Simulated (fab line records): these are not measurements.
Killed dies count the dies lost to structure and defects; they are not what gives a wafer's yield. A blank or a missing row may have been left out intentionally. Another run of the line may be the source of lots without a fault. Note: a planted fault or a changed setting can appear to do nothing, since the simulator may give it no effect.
fab line records + flow sky130
record:
- lots: 13
- wafers: 39
- lastDay: 50
route steps=708 shown SD_N@356 SD_P@359 LI_CONTACT@375 PAD_OPEN@708
lots that met no fault: from a run of the same line without faults
startH: hours from the record's first day to the start of the lot's first wafer shown + waitH: how many hours have passed since the lot's step before this one + " repeats the value in the row above + L1.1+2: one row covering several wafers at once + - no value present, or no start provided + * or withheld: withheld + < > ~ a bound
route shown NAME@n: NAME is a module with steps in the file, n the number in the route of the first one + usual: mean/standard deviation taken from wafers without a fault + same: alike in all rows + chamber/n: place in a boat + sites: the reading at each site + _std_site: the values' standard deviation + _edge_site: the outer-site mean with the inner-site mean subtracted + radiusMm: for every site, how far away it sits from the centre of the wafer + mask NAME#n: copy n + behind: the last tool/chamber to shape the wafer + hold: the reason the lot was held/the length of the hold in hours/how it ended + device: transistor that didn't switch, given as n, p or np + end of line: the route-end tests of the same wafers + a step given without rows: its recipe and nothing more + killed: the dies lost at the first sort to structure and to defects; this is not the yield of the wafer + map: per-die view of a wafer (x killed, . not killed, _ where there is no die)
set.NAME: the setting as run; set.NAME@STEP: as run at that earlier step + model.NAME: the simulator's own value behind a step, which no gauge read
steps of the route over a sample of lots; a table a step, a row a wafer
services: from which hour (startH, from the record's first day; less than 0 if before it) a tool's chamber was out of use, for how many hours, and why
== steps ==
step: SKY_SD_N_RTA_14
recipe:
- tempC: 1075
- timeS: 2
- idleTempC: 650
- rampUpCPerS: 150
- rampDownCPerS: 90
- ambient: N2
usual:
- lampPowerPct: 15.74/0.049
- rampUpCPerS: 150.00/0.027
- wafer_temp_C_max: 1078.1/1.2
| lot.wafer | tool         | chamber | startH | waitH | lampPowerPct | rampUpCPerS | wafer_temp_C_max |
|-----------|--------------|---------|--------|-------|--------------|-------------|------------------|
| L515.2    | rtpAnneal-02 | 0       | 649.95 | 0.0   | 15.66        | 149.97      | 1079.2           |
| L515.3    | "            | 0       | "      | "     | 15.79        | 149.95      | 1075.8           |
| L515.6    | "            | 0       | "      | "     | 15.78        | 150.05      | 1077.1           |
| L520.2    | rtpAnneal-02 | 0       | 701.47 | 0.0   | 15.77        | 150.02      | 1076.6           |
| L520.5    | "            | 0       | "      | "     | 15.61        | 149.97      | 1077.4           |
| L520.6    | "            | 0       | "      | "     | 15.68        | 150.01      | 1076.5           |
| L519.3    | rtpAnneal-01 | 0       | 701.78 | 0.0   | 15.65        | 150.04      | 1079.0           |
| L519.4    | "            | 0       | "      | "     | 15.70        | 150.01      | 1077.9           |
| L519.5    | "            | 0       | "      | "     | 15.74        | 150.00      | 1079.5           |
| L521.2    | rtpAnneal-02 | 0       | 708.77 | 0.0   | 15.71        | 149.99      | 1077.8           |
| L521.4    | "            | 0       | "      | "     | 15.74        | 149.99      | 1078.9           |
| L521.6    | "            | 0       | "      | "     | 15.75        | 150.00      | 1079.3           |
| L526.1    | rtpAnneal-01 | 0       | 740.43 | 0.0   | 15.72        | 150.01      | 1079.6           |
| L526.2    | "            | 0       | "      | "     | 15.72        | 149.99      | 1078.4           |
| L526.5    | "            | 0       | "      | "     | 15.77        | 150.05      | 1078.6           |
| L530.1    | rtpAnneal-01 | 0       | 764.65 | 0.0   | 15.73        | 149.98      | 1077.7           |
| L530.5    | "            | 0       | "      | "     | 15.73        | 150.00      | 1080.1           |
| L530.6    | "            | 0       | "      | "     | 15.62        | 149.97      | 1077.8           |
| L531.1    | rtpAnneal-02 | 0       | 778.18 | 0.0   | 15.66        | 149.98      | 1078.5           |
| L531.5    | "            | 0       | "      | "     | 15.86        | 150.03      | 1077.3           |
| L531.6    | "            | 0       | "      | "     | 15.72        | 150.01      | 1077.5           |
| L532.3    | rtpAnneal-01 | 0       | 786.40 | 0.0   | 15.74        | 149.98      | 1078.4           |
| L532.4    | "            | 0       | "      | "     | 15.81        | 150.01      | 1077.5           |
| L532.5    | "            | 0       | "      | "     | 15.74        | 150.04      | 1080.3           |
| L533.1    | rtpAnneal-02 | 0       | 791.25 | 0.0   | 15.70        | 150.02      | 1077.6           |
| L533.2    | "            | 0       | "      | "     | 15.65        | 150.00      | 1077.5           |
| L533.6    | "            | 0       | "      | "     | 15.83        | 150.06      | 1078.7           |
| L534.1    | rtpAnneal-01 | 0       | 798.57 | 0.0   | 15.70        | 150.02      | 1078.2           |
| L534.2    | "            | 0       | "      | "     | 15.75        | 150.00      | 1078.9           |
| L534.4    | "            | 0       | "      | "     | 15.74        | 150.01      | 1075.9           |
| L536.3    | rtpAnneal-02 | 0       | 811.67 | 0.0   | 15.71        | 149.96      | 1076.5           |
| L536.4    | "            | 0       | "      | "     | 15.82        | 149.98      | 1077.5           |
| L536.5    | "            | 0       | "      | "     | 15.79        | 150.02      | 1074.8           |
| L535.1    | rtpAnneal-01 | 0       | 814.07 | 0.0   | 15.78        | 149.96      | 1077.2           |
| L535.3    | "            | 0       | "      | "     | 15.85        | 150.00      | 1079.1           |
| L535.6    | "            | 0       | "      | "     | 15.74        | 150.00      | 1079.0           |
| L537.2    | rtpAnneal-02 | 0       | 824.56 | 0.0   | 15.79        | 149.96      | 1078.8           |
| L537.3    | "            | 0       | "      | "     | 15.73        | 149.99      | 1076.6           |
| L537.4    | "            | 0       | "      | "     | 15.81        | 150.00      | 1079.5           |
step: SKY_SD_N_RS_MEAS_17
recipe:
- thkMeasGauge: four-point-probe
usual:
- SD_P_RS: 146.4/0.37
| lot.wafer | tool         | chamber | startH | waitH | SD_P_RS[ohm/sq] |
|-----------|--------------|---------|--------|-------|-----------------|
| L515.2    | filmMetro-02 | -       | 650.25 | 0.1   | 146.7           |
| L515.3    | "            | -       | "      | "     | 146.6           |
| L515.6    | "            | -       | "      | "     | 146.9           |
| L520.2    | filmMetro-02 | -       | 701.78 | 0.1   | 146.3           |
| L520.5    | "            | -       | "      | "     | 146.0           |
| L520.6    | "            | -       | "      | "     | 146.5           |
| L519.3    | filmMetro-04 | -       | 702.10 | 0.1   | 146.2           |
| L519.4    | "            | -       | "      | "     | 146.0           |
| L519.5    | "            | -       | "      | "     | 146.2           |
| L521.2    | filmMetro-04 | -       | 709.08 | 0.1   | 145.7           |
| L521.4    | "            | -       | "      | "     | 146.4           |
| L521.6    | "            | -       | "      | "     | 146.4           |
| L526.1    | filmMetro-04 | -       | 740.72 | 0.1   | 146.5           |
| L526.2    | "            | -       | "      | "     | 146.0           |
| L526.5    | "            | -       | "      | "     | 146.5           |
| L530.1    | filmMetro-02 | -       | 764.95 | 0.1   | 146.7           |
| L530.5    | "            | -       | "      | "     | 146.7           |
| L530.6    | "            | -       | "      | "     | 146.3           |
| L531.1    | filmMetro-04 | -       | 778.47 | 0.1   | 146.7           |
| L531.5    | "            | -       | "      | "     | 146.3           |
| L531.6    | "            | -       | "      | "     | 146.4           |
| L532.3    | filmMetro-03 | -       | 786.75 | 0.1   | 146.4           |
| L532.4    | "            | -       | "      | "     | 146.2           |
| L532.5    | "            | -       | "      | "     | 145.7           |
| L533.1    | filmMetro-03 | -       | 791.55 | 0.1   | 146.3           |
| L533.2    | "            | -       | "      | "     | 146.9           |
| L533.6    | "            | -       | "      | "     | 146.3           |
| L534.1    | filmMetro-03 | -       | 798.86 | 0.1   | 145.7           |
| L534.2    | "            | -       | "      | "     | 146.2           |
| L534.4    | "            | -       | "      | "     | 146.2           |
| L536.3    | filmMetro-04 | -       | 811.99 | 0.1   | 147.1           |
| L536.4    | "            | -       | "      | "     | 147.2           |
| L536.5    | "            | -       | "      | "     | 147.2           |
| L535.1    | filmMetro-04 | -       | 814.36 | 0.1   | 146.3           |
| L535.3    | "            | -       | "      | "     | 146.6           |
| L535.6    | "            | -       | "      | "     | 146.9           |
| L537.2    | filmMetro-04 | -       | 824.87 | 0.1   | 146.8           |
| L537.3    | "            | -       | "      | "     | 146.4           |
| L537.4    | "            | -       | "      | "     | 146.9           |
step: SKY_LI_CONTACT_OVL_MEAS_13
usual:
- LI_CONTACT_OVL: 3/6.2
| lot.wafer | tool       | chamber | startH | waitH | LI_CONTACT_OVL[nm] |
|-----------|------------|---------|--------|-------|--------------------|
| L515.2    | overlay-02 | -       | 679.74 | 0.1   | 7                  |
| L515.3    | "          | -       | "      | "     | 10                 |
| L515.6    | "          | -       | "      | "     | 16                 |
| L520.2    | overlay-02 | -       | 730.24 | 0.1   | -7                 |
| L520.5    | "          | -       | "      | "     | -1                 |
| L520.6    | "          | -       | "      | "     | -11                |
| L519.3    | overlay-02 | -       | 731.12 | 0.1   | 7                  |
| L519.4    | "          | -       | "      | "     | -2                 |
| L519.5    | "          | -       | "      | "     | 5                  |
| L521.2    | overlay-01 | -       | 737.57 | 0.1   | 8                  |
| L521.4    | "          | -       | "      | "     | 6                  |
| L521.6    | "          | -       | "      | "     | 6                  |
| L526.1    | overlay-01 | -       | 767.96 | 0.1   | 0                  |
| L526.2    | "          | -       | "      | "     | 8                  |
| L526.5    | "          | -       | "      | "     | -5                 |
| L530.1    | overlay-02 | -       | 792.16 | 0.1   | 6                  |
| L530.5    | "          | -       | "      | "     | 7                  |
| L530.6    | "          | -       | "      | "     | 7                  |
| L531.1    | overlay-02 | -       | 805.93 | 0.1   | 3                  |
| L531.5    | "          | -       | "      | "     | 8                  |
| L531.6    | "          | -       | "      | "     | 5                  |
| L532.3    | overlay-01 | -       | 813.92 | 0.1   | 4                  |
| L532.4    | "          | -       | "      | "     | 7                  |
| L532.5    | "          | -       | "      | "     | 3                  |
| L533.1    | overlay-01 | -       | 819.13 | 0.1   | 3                  |
| L533.2    | "          | -       | "      | "     | -4                 |
| L533.6    | "          | -       | "      | "     | -2                 |
| L534.1    | overlay-02 | -       | 827.11 | 0.1   | 13                 |
| L534.2    | "          | -       | "      | "     | 3                  |
| L534.4    | "          | -       | "      | "     | 2                  |
| L536.3    | overlay-01 | -       | 839.57 | 0.1   | 5                  |
| L536.4    | "          | -       | "      | "     | 9                  |
| L536.5    | "          | -       | "      | "     | 8                  |
| L535.1    | overlay-02 | -       | 841.46 | 0.1   | 10                 |
| L535.3    | "          | -       | "      | "     | 8                  |
| L535.6    | "          | -       | "      | "     | 1                  |
| L537.2    | overlay-02 | -       | 852.47 | 0.1   | 2                  |
| L537.3    | "          | -       | "      | "     | -4                 |
| L537.4    | "          | -       | "      | "     | 6                  |
step: SKY_LI_CONTACT_CMP_24
recipe:
- stopOn: PSG
- tOverpolishS: 20
- downForcePsi: 3.5
- platenRpm: 60
- targetThkNm: 0
- padVelocityMS: 0.94248
usual:
- edgeZonePressureFrac: 1.000/0.0048
- headPressurePsi: 3.501/0.0077
- motorCurrentA: 11.2/1.2
- overpolishRunS: 20.001/0.0092
- timeToEndpointS: 98/4
| lot.wafer | tool   | chamber | startH | waitH | edgeZonePressureFrac | headPressurePsi | motorCurrentA | overpolishRunS | timeToEndpointS |
|-----------|--------|---------|--------|-------|----------------------|-----------------|---------------|----------------|-----------------|
| L515.3    | cmp-02 | 3       | 680.80 | 0.0   | 0.996                | 3.512           | 8.8           | 20.004         | 97              |
| L515.2    | "      | 2       | "      | "     | 1.004                | 3.505           | 11.8          | 20.016         | 94              |
| L515.6    | "      | 0       | "      | "     | 0.996                | 3.512           | 10.3          | 20.004         | 96              |
| L520.2    | cmp-01 | 2       | 731.29 | 0.0   | 1.002                | 3.514           | 10.9          | 20.003         | 95              |
| L520.6    | "      | 2       | "      | "     | 1.006                | 3.516           | 11.1          | 19.994         | 96              |
| L520.5    | "      | 3       | "      | "     | 0.993                | 3.487           | 12.8          | 19.993         | 99              |
| L519.3    | cmp-01 | 2       | 732.31 | 0.0   | 0.994                | 3.495           | 10.7          | 20.026         | 94              |
| L519.4    | "      | 1       | "      | "     | 1.001                | 3.496           | 12.4          | 19.995         | 98              |
| L519.5    | "      | 2       | "      | "     | 0.998                | 3.490           | 10.6          | 19.993         | 96              |
| L521.4    | cmp-02 | 3       | 738.51 | 0.1   | 0.997                | 3.507           | 9.6           | 20.001         | 98              |
| L521.2    | "      | 0       | "      | "     | 0.999                | 3.497           | 10.7          | 19.995         | 96              |
| L521.6    | "      | 2       | "      | "     | 0.998                | 3.496           | 11.5          | 20.003         | 94              |
| L526.2    | cmp-02 | 0       | 768.87 | 0.0   | 0.991                | 3.501           | 9.9           | 19.990         | 96              |
| L526.1    | "      | 1       | "      | "     | 1.002                | 3.505           | 11.9          | 19.998         | 98              |
| L526.5    | "      | 0       | "      | "     | 1.005                | 3.503           | 10.2          | 20.008         | 98              |
| L530.1    | cmp-02 | 0       | 793.11 | 0.1   | -                    | -               | -             | -              | -               |
| L530.6    | "      | 3       | "      | "     | -                    | -               | -             | -              | -               |
| L530.5    | "      | 0       | "      | "     | -                    | -               | -             | -              | -               |
| L531.1    | cmp-01 | 1       | 806.93 | 0.1   | -                    | -               | -             | -              | -               |
| L531.5    | "      | 3       | "      | "     | -                    | -               | -             | -              | -               |
| L531.6    | "      | 0       | "      | "     | -                    | -               | -             | -              | -               |
| L532.3    | cmp-01 | 0       | 814.81 | 0.0   | -                    | -               | -             | -              | -               |
| L532.4    | "      | 1       | "      | "     | -                    | -               | -             | -              | -               |
| L532.5    | "      | 0       | "      | "     | -                    | -               | -             | -              | -               |
| L533.1    | cmp-01 | 0       | 820.13 | 0.1   | 0.994                | 3.505           | 10.3          | 20.013         | 97              |
| L533.2    | "      | 1       | "      | "     | 1.004                | 3.513           | 12.6          | 19.996         | 102             |
| L533.6    | "      | 3       | "      | "     | 0.999                | 3.503           | 12.5          | 19.987         | 102             |
| L534.2    | cmp-02 | 3       | 828.01 | 0.0   | 1.006                | 3.498           | 9.3           | 20.008         | 103             |
| L534.4    | "      | 0       | "      | "     | 0.998                | 3.493           | 10.5          | 20.005         | 101             |
| L534.1    | "      | 1       | "      | "     | 0.994                | 3.502           | 12.2          | 20.020         | 100             |
| L536.3    | cmp-01 | 0       | 840.51 | 0.1   | 1.001                | 3.498           | 10.0          | 20.014         | 98              |
| L536.4    | "      | 2       | "      | "     | 1.002                | 3.502           | 11.1          | 20.001         | 98              |
| L536.5    | "      | 0       | "      | "     | 0.999                | 3.495           | 10.2          | 20.016         | 100             |
| L535.1    | cmp-02 | 3       | 842.46 | 0.1   | 1.000                | 3.503           | 9.5           | 19.992         | 104             |
| L535.3    | "      | 0       | "      | "     | 0.998                | 3.490           | 10.5          | 20.004         | 105             |
| L535.6    | "      | 2       | "      | "     | 1.001                | 3.503           | 11.6          | 20.009         | 99              |
| L537.4    | cmp-02 | 0       | 853.36 | 0.0   | 1.008                | 3.503           | 10.6          | 19.994         | 95              |
| L537.3    | "      | 2       | "      | "     | 1.005                | 3.501           | 11.3          | 19.994         | 95              |
| L537.2    | "      | 3       | "      | "     | 0.996                | 3.502           | 9.9           | 19.991         | 103             |
step: SKY_PAD_OPEN_PROBE_99
usual:
- killed_at_M0_to_M3: 43/6.8
- killed_at_M4_up: 3.1/1.6
- killedAtContacts: 24/5.4
- killedAtFrontEnd: 16/4.4
- killedAtOther: 0.2/0.48
- killedDies: 87/8.8
- killedOnRim: 17/3.4
- killedOpen: 48/6.4
- killedShort: 39/6.2
same:
- grossDies: 492
- killedAtBackSide: 0
| lot.wafer | tool      | chamber | startH  | waitH | killed_at_M0_to_M3 | killed_at_M4_up | killedAtContacts | killedAtFrontEnd | killedAtOther | killedDies | killedOnRim | killedOpen | killedShort |
|-----------|-----------|---------|---------|-------|--------------------|-----------------|------------------|------------------|---------------|------------|-------------|------------|-------------|
| L526.1    | prober-02 | -       | 1145.57 | 0.1   | 47                 | 2               | 25               | 19               | 0             | 93         | 16          | 49         | 44          |
| L526.2    | prober-02 | -       | 1145.62 | 0.1   | 49                 | 4               | 31               | 16               | 1             | 101        | 17          | 58         | 43          |
| L526.5    | prober-02 | -       | 1145.77 | 0.2   | 45                 | 4               | 24               | 12               | 0             | 85         | 16          | 40         | 45          |
| L530.1    | prober-02 | -       | 1159.23 | 0.1   | 41                 | 4               | 429              | 18               | 0             | 492        | 96          | 39         | 48          |
| L530.5    | prober-02 | -       | 1159.43 | 0.2   | 40                 | 6               | 427              | 19               | 0             | 492        | 96          | 42         | 49          |
| L530.6    | prober-02 | -       | 1159.48 | 0.2   | 51                 | 3               | 421              | 17               | 0             | 492        | 96          | 46         | 40          |
| L531.1    | prober-01 | -       | 1172.28 | 0.1   | 39                 | 2               | 435              | 15               | 1             | 492        | 96          | 44         | 34          |
| L531.5    | prober-01 | -       | 1172.48 | 0.2   | 50                 | 3               | 430              | 9                | 0             | 492        | 96          | 54         | 29          |
| L531.6    | prober-01 | -       | 1172.53 | 0.2   | 51                 | 3               | 426              | 12               | 0             | 492        | 96          | 48         | 31          |
| L532.3    | prober-02 | -       | 1174.89 | 0.2   | 41                 | 4               | 433              | 12               | 2             | 492        | 96          | 40         | 42          |
| L532.4    | prober-02 | -       | 1174.94 | 0.2   | 41                 | 3               | 439              | 9                | 0             | 492        | 96          | 46         | 33          |
| L532.5    | prober-02 | -       | 1174.99 | 0.2   | 43                 | 4               | 421              | 24               | 0             | 492        | 96          | 46         | 40          |
killed by level:class
L526.1 VIA1:geometricParticle:open=10 VIA1:geometricParticle:short=9 CONTACT:geometricParticle:open=8 FIELD_ISO:geometricParticle:short=7 LI_CONTACT:geometricParticle:open=7 VIA2:geometricParticle:open=7 VIA3:geometricParticle:open=7 LOCAL_INTERCONNECT:geometricParticle:short=5
L526.2 LI_CONTACT:geometricParticle:open=12 VIA1:geometricParticle:open=12 VIA3:geometricParticle:open=8 CONTACT:geometricParticle:open=7 VIA2:geometricParticle:open=7 LOCAL_INTERCONNECT:geometricParticle:short=6 CONTACT:geometricParticle:short=6 METAL1:geometricParticle:short=5
L526.5 CONTACT:geometricParticle:open=10 VIA1:geometricParticle:open=10 METAL1:geometricParticle:short=9 LI_CONTACT:geometricParticle:open=7 VIA1:geometricParticle:short=6 METAL2:geometricParticle:short=5 VIA2:geometricParticle:open=5 FIELD_ISO:geometricParticle:short=4
L530.1 LI_CONTACT:areaCmp=405 CONTACT:geometricParticle:open=10 FIELD_ISO:geometricParticle:short=8 METAL1:geometricParticle:short=6 VIA1:geometricParticle:short=6 VIA3:geometricParticle:open=6 VIA1:geometricParticle:open=5 METAL2:geometricParticle:short=5
L530.5 LI_CONTACT:areaCmp=401 CONTACT:geometricParticle:short=10 CONTACT:geometricParticle:open=9 METAL1:geometricParticle:short=9 VIA1:geometricParticle:open=8 POLY_GATE:geometricParticle:open=6 POLY_GATE:geometricParticle:short=6 LI_CONTACT:geometricParticle:open=5
L530.6 LI_CONTACT:areaCmp=406 VIA1:geometricParticle:open=16 VIA3:geometricParticle:open=9 VIA3:geometricParticle:short=5 VIA2:geometricParticle:open=5 POLY_GATE:geometricParticle:open=4 POLY_GATE:geometricParticle:short=4 CONTACT:geometricParticle:short=4
L531.1 LI_CONTACT:areaCmp=414 CONTACT:geometricParticle:open=10 VIA1:geometricParticle:open=7 LI_CONTACT:geometricParticle:open=6 METAL1:geometricParticle:short=6 VIA3:geometricParticle:open=6 VIA2:geometricParticle:open=5 POLY_GATE:geometricParticle:open=4
L531.5 LI_CONTACT:areaCmp=409 VIA1:geometricParticle:open=14 VIA3:geometricParticle:open=12 LI_CONTACT:geometricParticle:open=10 CONTACT:geometricParticle:open=5 METAL1:geometricParticle:short=5 VIA1:geometricParticle:short=5 FIELD_ISO:geometricParticle:open=4
L531.6 LI_CONTACT:areaCmp=413 VIA1:geometricParticle:open=11 VIA2:geometricParticle:open=10 LI_CONTACT:geometricParticle:open=6 VIA3:geometricParticle:short=6 CONTACT:geometricParticle:open=6 FIELD_ISO:geometricParticle:open=5 METAL1:geometricParticle:short=4
L532.3 LI_CONTACT:areaCmp=410 CONTACT:geometricParticle:open=10 CONTACT:geometricParticle:short=6 METAL1:geometricParticle:short=6 VIA1:geometricParticle:open=6 METAL2:geometricParticle:short=6 VIA3:geometricParticle:open=5 LI_CONTACT:geometricParticle:open=5
L532.4 LI_CONTACT:areaCmp=413 CONTACT:geometricParticle:open=9 VIA3:geometricParticle:open=8 LI_CONTACT:geometricParticle:open=7 METAL2:geometricParticle:short=5 VIA1:geometricParticle:open=5 VIA1:geometricParticle:short=5 VIA2:geometricParticle:open=5
L532.5 LI_CONTACT:areaCmp=406 VIA1:geometricParticle:open=8 VIA3:geometricParticle:open=7 FIELD_ISO:geometricParticle:open=6 VIA2:geometricParticle:open=6 POLY_GATE:geometricParticle:short=5 LI_CONTACT:geometricParticle:open=5 METAL1:geometricParticle:short=5
== services ==
| tool   | chamber | startH | hours | kind                          |
|--------|---------|--------|-------|-------------------------------|
| cmp-02 | -       | 657.50 | 5.9   | pm                            |
| cmp-02 | -       | 675.52 | 1.5   | repair                        |
| cmp-01 | -       | 720.61 | 3.9   | repair                        |
| cmp-02 | -       | 744.00 | 4.0   | pm                            |
| cmp-02 | -       | 748.00 | -     | consumableReplace:conditioner |
| cmp-02 | -       | 748.00 | -     | consumableReplace:pad         |
| cmp-02 | -       | 769.91 | 0.8   | repair                        |
| cmp-02 | -       | 780.19 | 1.7   | repair                        |
| cmp-02 | -       | 821.38 | 4.5   | pm                            |
| cmp-01 | -       | 849.54 | 1.2   | repair                        |
| cmp-02 | -       | 850.99 | 2.2   | repair                        |
== key ==
firstSign:
- step: SKY_LI_CONTACT_CMP_24
- reading: toolRecord
- direction: missing
effect:
- step: SKY_PAD_OPEN_PROBE_99
- reading: killedAtContacts
- direction: up
- sigmas: 74
- usual: 24
- struck: 429
moreKillsBornAt:
- SKY_LI_CONTACT_CMP_24@cmp-01: 2455
- SKY_LI_CONTACT_CMP_24@cmp-02: 1207
metAt SKY_LI_CONTACT_CMP_24
struckLots L530,L531,L532
laterRowsLeftOut L530.1,L530.5,L530.6,L531.1,L531.5,L531.6,L532.3,L532.4,L532.5
testerLeftOut L530,L531,L532
notActingAt SKY_SD_N_RTA_14,SKY_SD_N_RS_MEAS_17,SKY_LI_CONTACT_OVL_MEAS_13
onsetBetween 768.87 793.11
fault:
- kind: skippedStepWhole
- tool: cmp-01,cmp-02
- chamber: -
- onsetH: 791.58
- steps: SKY_LI_CONTACT_CMP_24
- scope: struckLotsOnly
testerLeftOut: of these lots the tester's yield and bins aren't shown, on N5 and GAA mostly nor the transistor test; their killed dies are dies lost to structure and defects alone, not to doping, threshold or leakage, so they don't give the yield
laterRowsLeftOut: the simulator's readings of these wafers behind a module that went badly wrong aren't trusted and aren't shown, but for the sort
